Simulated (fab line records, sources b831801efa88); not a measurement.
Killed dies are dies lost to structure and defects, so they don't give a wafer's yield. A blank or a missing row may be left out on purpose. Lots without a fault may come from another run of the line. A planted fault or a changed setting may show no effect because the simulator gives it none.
Which tool did it? | flow gf180mcu | 13 lots, 39 wafers sampled, at 5 steps of a route of 602

WHAT THE GAUGES READ, wafer by wafer
GF_PSD_RS_MEAS_14: measures by four-point-probe. Usual: NSD_RS 46.15 ohm/sq, standard deviation 0.083.
lot  | measured     | on            | NSD_RS (ohm/sq)   | flag
L938 | day 14 04:34 | film_metro-03 | 46.07 46.19 46.05 |
L939 | day 14 16:29 | film_metro-04 | 46.21 46.15 45.95 |
L940 | day 14 19:59 | film_metro-01 | 46.22 46.27 46.16 |
L943 | day 15 16:00 | film_metro-04 | 46.30 46.20 46.34 |
L944 | day 16 02:52 | film_metro-01 | 43.02 43.07 42.98 | OFF
L945 | day 16 10:31 | film_metro-03 | 42.93 43.04 42.94 | OFF
L952 | day 18 22:44 | film_metro-03 | 46.24 46.13 46.10 |
L953 | day 19 08:22 | film_metro-04 | 46.05 45.97 46.03 |
L956 | day 20 11:13 | film_metro-01 | 46.06 46.15 46.09 |
L957 | day 20 20:18 | film_metro-03 | 46.14 46.13 46.27 |
L958 | day 21 09:15 | film_metro-03 | 46.14 46.02 46.10 |
L960 | day 22 10:37 | film_metro-04 | 46.09 46.20 46.26 |
L961 | day 22 23:13 | film_metro-03 | 46.14 46.06 45.95 |

GF_PSD_RS_MEAS_15: measures by four-point-probe. Usual: PSD_RS 108.62 ohm/sq, standard deviation 0.28.
lot  | measured     | on            | PSD_RS (ohm/sq)      | flag
L938 | day 14 04:41 | film_metro-03 | 108.47 108.53 108.43 |
L939 | day 14 16:37 | film_metro-04 | 108.42 108.61 108.47 |
L940 | day 14 20:07 | film_metro-01 | 108.74 108.77 108.79 |
L943 | day 15 16:07 | film_metro-04 | 109.03 108.76 109.61 |
L944 | day 16 02:59 | film_metro-01 | 99.76 99.67 99.76    | OFF
L945 | day 16 10:38 | film_metro-03 | 99.46 99.74 99.51    | OFF
L952 | day 18 22:52 | film_metro-03 | 108.69 108.39 108.48 |
L953 | day 19 08:29 | film_metro-04 | 108.42 107.99 108.22 |
L956 | day 20 11:20 | film_metro-01 | 108.41 108.17 108.22 |
L957 | day 20 20:25 | film_metro-03 | 108.74 108.79 108.81 |
L958 | day 21 09:22 | film_metro-03 | 108.54 108.23 108.48 |
L960 | day 22 10:44 | film_metro-04 | 108.44 108.30 108.70 |
L961 | day 22 23:20 | film_metro-03 | 108.44 108.50 108.18 |

GF_V1_RS_MEAS_24: measures by four-point-probe. Usual: V1_W_RS 0.3267 ohm/sq, standard deviation 0.0029.
lot  | measured     | on            | V1_W_RS (ohm/sq)     | flag
L938 | day 18 02:49 | film_metro-01 | 0.3242 0.3286 0.3262 |
L939 | day 18 14:47 | film_metro-03 | 0.3247 0.3250 0.3245 |
L940 | day 18 20:11 | film_metro-03 | 0.3286 0.3282 0.3235 |
L943 | day 19 16:19 | film_metro-01 | 0.3263 0.3270 0.3257 |
L944 | day 20 06:09 | film_metro-02 | 0.3297 0.3297 0.3345 |
L945 | day 20 13:48 | film_metro-01 | 0.3254 0.3299 0.3300 |
L952 | day 23 03:13 | film_metro-03 | 0.3293 0.3313 0.3301 |
L953 | day 23 13:01 | film_metro-03 | 0.3235 0.3239 0.3260 |
L956 | day 24 13:16 | film_metro-01 | 0.3251 0.3289 0.3245 |
L957 | day 24 20:45 | film_metro-01 | 0.3244 0.3238 0.3235 |
L958 | day 25 08:42 | film_metro-01 | 0.3261 0.3250 0.3230 |
L960 | day 26 07:37 | film_metro-01 | 0.3258 0.3213 0.3235 |
L961 | day 26 19:47 | film_metro-01 | 0.3268 0.3291 0.3263 |

GF_V2_THK_MEAS_03. Usual: V2_CVD_02_THK 849 nm, standard deviation 10.
lot  | measured     | on            | V2_CVD_02_THK (nm) | flag
L938 | day 19 04:42 | film_metro-02 | 839 844 849        |
L939 | day 19 15:56 | film_metro-03 | 839 857 855        |
L940 | day 19 22:50 | film_metro-04 | 843 844 848        |
L943 | day 20 17:58 | film_metro-03 | 846 843 855        |
L944 | day 21 08:09 | film_metro-04 | 837 820 824        |
L945 | day 21 15:17 | film_metro-03 | 838 834 842        |
L952 | day 24 03:49 | film_metro-02 | 848 844 862        |
L953 | day 24 13:35 | film_metro-03 | 842 840 860        |
L956 | day 25 12:19 | film_metro-02 | 845 817 849        |
L957 | day 25 19:16 | film_metro-03 | 852 840 861        |
L958 | day 26 07:24 | film_metro-03 | 847 842 849        |
L960 | day 27 05:37 | film_metro-02 | 855 853 869        |
L961 | day 27 18:01 | film_metro-03 | 840 843 846        |

WHICH TOOL RAN EACH LOT (tool, then ch and the chambers of the sampled wafers, then the start)
lot  | GF_PSD_RTA_13
L938 | rtp_anneal-02 ch 0, day 14 04:29
L939 | rtp_anneal-02 ch 0, day 14 16:23
L940 | rtp_anneal-02 ch 0, day 14 19:54
L943 | rtp_anneal-01 ch 0, day 15 15:55
L944 | rtp_anneal-02 ch 0, day 16 02:47
L945 | rtp_anneal-02 ch 0, day 16 10:26
L952 | rtp_anneal-01 ch 0, day 18 22:39
L953 | rtp_anneal-02 ch 0, day 19 08:17
L956 | rtp_anneal-02 ch 0, day 20 11:08
L957 | rtp_anneal-01 ch 0, day 20 20:13
L958 | rtp_anneal-02 ch 0, day 21 09:10
L960 | rtp_anneal-02 ch 0, day 22 10:32
L961 | rtp_anneal-02 ch 0, day 22 23:08
- GF_PSD_RTA_13: time 20 s.

WHAT THE TOOLS THEMSELVES READ (means of the sampled wafers that have a number; where no wafer has one, the mark that the record gives instead)
GF_PSD_RTA_13. Usual: lamp_power_pct 33 %, standard deviation 3.9; wafer_temp_C_max 1032.3, standard deviation 1.6.
lot  | tool          | lamp_power_pct (%) | wafer_temp_C_max | flag
L938 | rtp_anneal-02 | 30                 | 1034.0           |
L939 | rtp_anneal-02 | 30                 | 1031.8           |
L940 | rtp_anneal-02 | 30                 | 1033.2           |
L943 | rtp_anneal-01 | 38                 | 1030.8           |
L944 | rtp_anneal-02 | 31                 | 1053.4           | OFF
L945 | rtp_anneal-02 | 31                 | 1056.6           | OFF
L952 | rtp_anneal-01 | 38                 | 1030.7           |
L953 | rtp_anneal-02 | 30                 | 1033.8           |
L956 | rtp_anneal-02 | 30                 | 1033.6           |
L957 | rtp_anneal-01 | 38                 | 1031.6           |
L958 | rtp_anneal-02 | 30                 | 1032.9           |
L960 | rtp_anneal-02 | 30                 | 1033.1           |
L961 | rtp_anneal-02 | 30                 | 1032.2           |

THE ANSWER, worked out from the rows above alone
Rule: a lot is off if the mean of its wafers that have a number lies more than 3 standard deviations from the usual mean. A lot without any number at a reading at which 4 lots or more have one is off too. The other lots that the step has rows for count as sound. The gauges are gone through in route order, then the tools' own readings, and for those a lot's mean is taken as printed above. The first step at which some lot is off is used, and at that step the reading that is off furthest; a lot without a number counts as furthest.
Off: L944, L945, at GF_PSD_RS_MEAS_14 (NSD_RS).
A tool fits if, at a process step before that reading, it ran every lot that is off, and no sound lot after the first of them. The gauges at GF_PSD_RS_MEAS_14 aren't tried: what is off there is off at GF_PSD_RTA_13 too, on other tools, and a gauge's error can't cause that. None of those tried fits.

WHAT THE SIMULATOR HAD PUT IN
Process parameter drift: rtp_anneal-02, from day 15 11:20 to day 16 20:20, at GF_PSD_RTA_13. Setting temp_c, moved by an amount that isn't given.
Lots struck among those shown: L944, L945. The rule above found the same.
